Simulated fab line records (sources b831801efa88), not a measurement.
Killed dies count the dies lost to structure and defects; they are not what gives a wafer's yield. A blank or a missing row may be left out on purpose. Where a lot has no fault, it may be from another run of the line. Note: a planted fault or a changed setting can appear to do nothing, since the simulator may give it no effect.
Which tool did it? / flow sky130 / 14 lots with 42 wafers sampled at 5 steps, on a route of 708 steps

WHAT EACH GAUGE READ, for each wafer
SKY_SONOS_ONO_THK_MEAS_03. Usual: SONOS_ONO_CVD_02_THK gives 10.51 nm (standard deviation 0.14).
lot=L106; measured=day 11 07:18; on=filmMetro-01; SONOS_ONO_CVD_02_THK (nm)=10.71 10.51 10.55; flag=
lot=L107; measured=day 11 22:02; on=filmMetro-04; SONOS_ONO_CVD_02_THK (nm)=10.27 10.44 10.50; flag=
lot=L109; measured=day 12 08:38; on=filmMetro-01; SONOS_ONO_CVD_02_THK (nm)=10.37 10.38 10.19; flag=
lot=L110; measured=day 12 22:40; on=filmMetro-01; SONOS_ONO_CVD_02_THK (nm)=10.52 10.63 10.51; flag=
lot=L111; measured=day 14 08:44; on=filmMetro-04; SONOS_ONO_CVD_02_THK (nm)=10.72 10.63 10.73; flag=
lot=L112; measured=day 14 08:46; on=filmMetro-01; SONOS_ONO_CVD_02_THK (nm)=10.68 10.56 10.50; flag=
lot=L113; measured=day 14 09:56; on=filmMetro-01; SONOS_ONO_CVD_02_THK (nm)=10.34 10.48 10.52; flag=
lot=L118; measured=day 16 17:13; on=filmMetro-01; SONOS_ONO_CVD_02_THK (nm)=10.46 10.57 10.56; flag=
lot=L120; measured=day 17 06:56; on=filmMetro-01; SONOS_ONO_CVD_02_THK (nm)=10.62 10.75 10.83; flag=
lot=L122; measured=day 17 12:29; on=filmMetro-03; SONOS_ONO_CVD_02_THK (nm)=10.45 10.50 10.59; flag=
lot=L121; measured=day 17 12:28; on=filmMetro-04; SONOS_ONO_CVD_02_THK (nm)=10.34 10.44 10.34; flag=
lot=L123; measured=day 18 02:57; on=filmMetro-04; SONOS_ONO_CVD_02_THK (nm)=10.52 10.42 10.50; flag=
lot=L128; measured=day 18 19:28; on=filmMetro-04; SONOS_ONO_CVD_02_THK (nm)=10.48 10.43 10.45; flag=
lot=L127; measured=day 18 22:17; on=filmMetro-01; SONOS_ONO_CVD_02_THK (nm)=10.66 10.65 10.41; flag=

SKY_LDD_HVP_OVL_MEAS_07. Usual: LDD_HVP_OVL gives 1.5 nm (standard deviation 1.6).
lot=L106; measured=day 22 03:41; on=overlay-01; LDD_HVP_OVL (nm)=2.6 1.1 1.4; flag=
lot=L107; measured=day 22 01:58; on=overlay-02; LDD_HVP_OVL (nm)=1.8 2.5 2.0; flag=
lot=L109; measured=day 22 11:46; on=overlay-02; LDD_HVP_OVL (nm)=-0.1 0.2 1.2; flag=
lot=L110; measured=day 23 00:20; on=overlay-02; LDD_HVP_OVL (nm)=5.4 3.9 2.7; flag=
lot=L111; measured=day 24 19:01; on=overlay-02; LDD_HVP_OVL (nm)=1.8 1.6 2.1; flag=
lot=L112; measured=day 24 23:13; on=overlay-02; LDD_HVP_OVL (nm)=1.1 -0.2 1.6; flag=
lot=L113; measured=day 24 21:40; on=overlay-02; LDD_HVP_OVL (nm)=-0.1 0.5 3.2; flag=
lot=L118; measured=day 27 03:46; on=overlay-01; LDD_HVP_OVL (nm)=2.9 1.7 3.7; flag=
lot=L120; measured=day 27 19:59; on=overlay-01; LDD_HVP_OVL (nm)=- - -; flag=OFF
lot=L122; measured=day 28 00:26; on=overlay-02; LDD_HVP_OVL (nm)=- - -; flag=OFF
lot=L121; measured=day 28 02:43; on=overlay-02; LDD_HVP_OVL (nm)=-1.5 -1.2 -0.9; flag=
lot=L123; measured=day 28 15:25; on=overlay-02; LDD_HVP_OVL (nm)=3.0 2.6 2.5; flag=
lot=L128; measured=day 29 04:35; on=overlay-01; LDD_HVP_OVL (nm)=1.2 -0.6 1.4; flag=
lot=L127; measured=day 29 07:55; on=overlay-01; LDD_HVP_OVL (nm)=0.5 1.0 3.8; flag=

SKY_SD_P_OVL_MEAS_08. Usual: SD_P_OVL gives 0.5 nm (standard deviation 1.2).
lot=L106; measured=day 26 01:23; on=overlay-02; SD_P_OVL (nm)=2.6 1.4 2.6; flag=
lot=L107; measured=day 25 21:43; on=overlay-01; SD_P_OVL (nm)=3.5 4.7 3.3; flag=
lot=L109; measured=day 26 11:08; on=overlay-02; SD_P_OVL (nm)=-0.1 -0.9 0.7; flag=
lot=L110; measured=day 26 19:10; on=overlay-02; SD_P_OVL (nm)=1.6 2.1 0.5; flag=
lot=L111; measured=day 28 13:11; on=overlay-01; SD_P_OVL (nm)=1.5 -0.3 0.0; flag=
lot=L112; measured=day 28 17:14; on=overlay-01; SD_P_OVL (nm)=0.5 -0.7 -0.1; flag=
lot=L113; measured=day 28 16:47; on=overlay-01; SD_P_OVL (nm)=-1.5 1.0 0.4; flag=
lot=L118; measured=day 30 19:04; on=overlay-02; SD_P_OVL (nm)=1.2 1.0 0.3; flag=
lot=L120; measured=day 31 10:16; on=overlay-02; SD_P_OVL (nm)=0.4 2.4 0.8; flag=
lot=L122; measured=day 31 17:14; on=overlay-02; SD_P_OVL (nm)=-0.2 1.5 -0.3; flag=
lot=L121; measured=day 31 18:29; on=overlay-01; SD_P_OVL (nm)=0.1 -0.7 -0.5; flag=
lot=L123; measured=day 32 04:20; on=overlay-01; SD_P_OVL (nm)=0.1 0.6 0.4; flag=
lot=L128; measured=day 32 19:34; on=overlay-02; SD_P_OVL (nm)=-1.0 -1.8 1.1; flag=
lot=L127; measured=day 32 21:53; on=overlay-02; SD_P_OVL (nm)=0.6 -0.5 -0.3; flag=

EACH LOT AND THE TOOL THAT RAN IT (in order: tool; ch and the chambers of the sampled wafers; start)
lot=L106; SKY_VT_ADJUST_PCH_STRIP_09=plasmaAsher-01 ch 0,1, day 10 03:34; SKY_LDD_HVP_COAT_02=lithoTrack-02 ch 0, day 21 10:58
lot=L107; SKY_VT_ADJUST_PCH_STRIP_09=plasmaAsher-03 ch 1, day 10 16:34; SKY_LDD_HVP_COAT_02=lithoTrack-01 ch 0, day 21 09:44
lot=L109; SKY_VT_ADJUST_PCH_STRIP_09=plasmaAsher-02 ch 0,1, day 11 05:06; SKY_LDD_HVP_COAT_02=lithoTrack-03 ch 0, day 21 20:13
lot=L110; SKY_VT_ADJUST_PCH_STRIP_09=plasmaAsher-02 ch 0,1, day 11 19:33; SKY_LDD_HVP_COAT_02=lithoTrack-02 ch 0, day 22 09:07
lot=L111; SKY_VT_ADJUST_PCH_STRIP_09=plasmaAsher-02 ch 0,1, day 13 00:23; SKY_LDD_HVP_COAT_02=lithoTrack-02 ch 0, day 24 03:10
lot=L112; SKY_VT_ADJUST_PCH_STRIP_09=plasmaAsher-03 ch 0,1, day 13 00:46; SKY_LDD_HVP_COAT_02=lithoTrack-02 ch 0, day 24 08:34
lot=L113; SKY_VT_ADJUST_PCH_STRIP_09=plasmaAsher-03 ch 0,1, day 13 03:58; SKY_LDD_HVP_COAT_02=lithoTrack-02 ch 0, day 24 06:10
lot=L118; SKY_VT_ADJUST_PCH_STRIP_09=plasmaAsher-02 ch 0,1, day 15 09:36; SKY_LDD_HVP_COAT_02=lithoTrack-02 ch 0, day 26 12:19
lot=L120; SKY_VT_ADJUST_PCH_STRIP_09=plasmaAsher-02 ch 0,1, day 15 21:06; SKY_LDD_HVP_COAT_02=lithoTrack-01, day 27 05:29
lot=L122; SKY_VT_ADJUST_PCH_STRIP_09=plasmaAsher-01 ch 0,1, day 16 02:49; SKY_LDD_HVP_COAT_02=lithoTrack-03, day 27 10:28
lot=L121; SKY_VT_ADJUST_PCH_STRIP_09=plasmaAsher-03 ch 0,1, day 16 04:03; SKY_LDD_HVP_COAT_02=lithoTrack-03 ch 0, day 27 12:13
lot=L123; SKY_VT_ADJUST_PCH_STRIP_09=plasmaAsher-01 ch 0,1, day 16 16:53; SKY_LDD_HVP_COAT_02=lithoTrack-01 ch 0, day 28 00:33
lot=L128; SKY_VT_ADJUST_PCH_STRIP_09=plasmaAsher-01 ch 0,1, day 17 10:05; SKY_LDD_HVP_COAT_02=lithoTrack-01 ch 0, day 28 14:22
lot=L127; SKY_VT_ADJUST_PCH_STRIP_09=plasmaAsher-01 ch 0,1, day 17 11:27; SKY_LDD_HVP_COAT_02=lithoTrack-02 ch 0, day 28 18:20
- SKY_VT_ADJUST_PCH_STRIP_09: strips in O2/N2.
- SKY_LDD_HVP_COAT_02: resist thk 300 nm.

AS READ BY THE TOOLS THEMSELVES (means over the sampled wafers that have a number; for cases with no such wafer, the mark the record gives instead)
SKY_VT_ADJUST_PCH_STRIP_09. Usual: drypumpMotorCurrentA 5.6 A, standard deviation 0.48; oesProductAu 0.723 a.u., standard deviation 0.0046; stripTimeToEndpointS 37.03 s, standard deviation 0.13.
lot=L106; tool=plasmaAsher-01; drypumpMotorCurrentA (A)=5.5; oesProductAu (a.u.)=0.723; stripTimeToEndpointS (s)=37.09; flag=
lot=L107; tool=plasmaAsher-03; drypumpMotorCurrentA (A)=6.3; oesProductAu (a.u.)=0.719; stripTimeToEndpointS (s)=36.93; flag=
lot=L109; tool=plasmaAsher-02; drypumpMotorCurrentA (A)=5.5; oesProductAu (a.u.)=0.716; stripTimeToEndpointS (s)=37.00; flag=
lot=L110; tool=plasmaAsher-02; drypumpMotorCurrentA (A)=5.8; oesProductAu (a.u.)=0.722; stripTimeToEndpointS (s)=37.02; flag=
lot=L111; tool=plasmaAsher-02; drypumpMotorCurrentA (A)=5.5; oesProductAu (a.u.)=0.719; stripTimeToEndpointS (s)=36.98; flag=
lot=L112; tool=plasmaAsher-03; drypumpMotorCurrentA (A)=5.6; oesProductAu (a.u.)=0.728; stripTimeToEndpointS (s)=37.16; flag=
lot=L113; tool=plasmaAsher-03; drypumpMotorCurrentA (A)=5.6; oesProductAu (a.u.)=0.723; stripTimeToEndpointS (s)=36.92; flag=
lot=L118; tool=plasmaAsher-02; drypumpMotorCurrentA (A)=5.8; oesProductAu (a.u.)=0.724; stripTimeToEndpointS (s)=36.98; flag=
lot=L120; tool=plasmaAsher-02; drypumpMotorCurrentA (A)=5.5; oesProductAu (a.u.)=0.722; stripTimeToEndpointS (s)=37.23; flag=
lot=L122; tool=plasmaAsher-01; drypumpMotorCurrentA (A)=5.4; oesProductAu (a.u.)=0.724; stripTimeToEndpointS (s)=37.19; flag=
lot=L121; tool=plasmaAsher-03; drypumpMotorCurrentA (A)=5.5; oesProductAu (a.u.)=0.722; stripTimeToEndpointS (s)=36.75; flag=
lot=L123; tool=plasmaAsher-01; drypumpMotorCurrentA (A)=5.2; oesProductAu (a.u.)=0.722; stripTimeToEndpointS (s)=37.18; flag=
lot=L128; tool=plasmaAsher-01; drypumpMotorCurrentA (A)=5.2; oesProductAu (a.u.)=0.720; stripTimeToEndpointS (s)=36.83; flag=
lot=L127; tool=plasmaAsher-01; drypumpMotorCurrentA (A)=5.4; oesProductAu (a.u.)=0.724; stripTimeToEndpointS (s)=37.13; flag=

SKY_LDD_HVP_COAT_02. Usual: chillPlateTempC 22.95 C, standard deviation 0.11; dispensePressureKPa 50 kPa, standard deviation 4.7.
lot=L106; tool=lithoTrack-02; chillPlateTempC (C)=22.93; dispensePressureKPa (kPa)=50; flag=
lot=L107; tool=lithoTrack-01; chillPlateTempC (C)=23.00; dispensePressureKPa (kPa)=56; flag=
lot=L109; tool=lithoTrack-03; chillPlateTempC (C)=22.88; dispensePressureKPa (kPa)=44; flag=
lot=L110; tool=lithoTrack-02; chillPlateTempC (C)=22.99; dispensePressureKPa (kPa)=50; flag=
lot=L111; tool=lithoTrack-02; chillPlateTempC (C)=22.95; dispensePressureKPa (kPa)=50; flag=
lot=L112; tool=lithoTrack-02; chillPlateTempC (C)=22.94; dispensePressureKPa (kPa)=50; flag=
lot=L113; tool=lithoTrack-02; chillPlateTempC (C)=22.97; dispensePressureKPa (kPa)=50; flag=
lot=L118; tool=lithoTrack-02; chillPlateTempC (C)=22.90; dispensePressureKPa (kPa)=50; flag=
lot=L120; tool=lithoTrack-01; chillPlateTempC (C)=-; dispensePressureKPa (kPa)=-; flag=OFF
lot=L122; tool=lithoTrack-03; chillPlateTempC (C)=-; dispensePressureKPa (kPa)=-; flag=OFF
lot=L121; tool=lithoTrack-03; chillPlateTempC (C)=22.88; dispensePressureKPa (kPa)=44; flag=
lot=L123; tool=lithoTrack-01; chillPlateTempC (C)=22.99; dispensePressureKPa (kPa)=57; flag=
lot=L128; tool=lithoTrack-01; chillPlateTempC (C)=22.99; dispensePressureKPa (kPa)=56; flag=
lot=L127; tool=lithoTrack-02; chillPlateTempC (C)=22.97; dispensePressureKPa (kPa)=50; flag=

THE ANSWER, worked out from the rows above alone
Rule: a lot counts as off when the mean over its wafers that have a number is more than 3 standard deviations away from the usual mean. Also off: a lot with no number at a reading for which 4 or more lots have one. Any other lot the step has rows for is counted as sound. First the gauges in route order, then the tools' own readings, where a lot's mean is used as printed above. The first step at which some lot is off is used, and at that step the reading that is off furthest; a lot without a number counts as furthest.
Off: L120, L122, seen at SKY_LDD_HVP_OVL_MEAS_07 (LDD_HVP_OVL). Without a number there: L120, L122.
If a tool, at a process step before that reading, ran all the lots that are off and no sound lot after the first of them, it fits. The gauges at SKY_LDD_HVP_OVL_MEAS_07 aren't tried: what is off there is off at SKY_LDD_HVP_COAT_02 too, on other tools, and a gauge's error can't cause that. None of those tried fits.

WHAT THE SIMULATOR PUT IN
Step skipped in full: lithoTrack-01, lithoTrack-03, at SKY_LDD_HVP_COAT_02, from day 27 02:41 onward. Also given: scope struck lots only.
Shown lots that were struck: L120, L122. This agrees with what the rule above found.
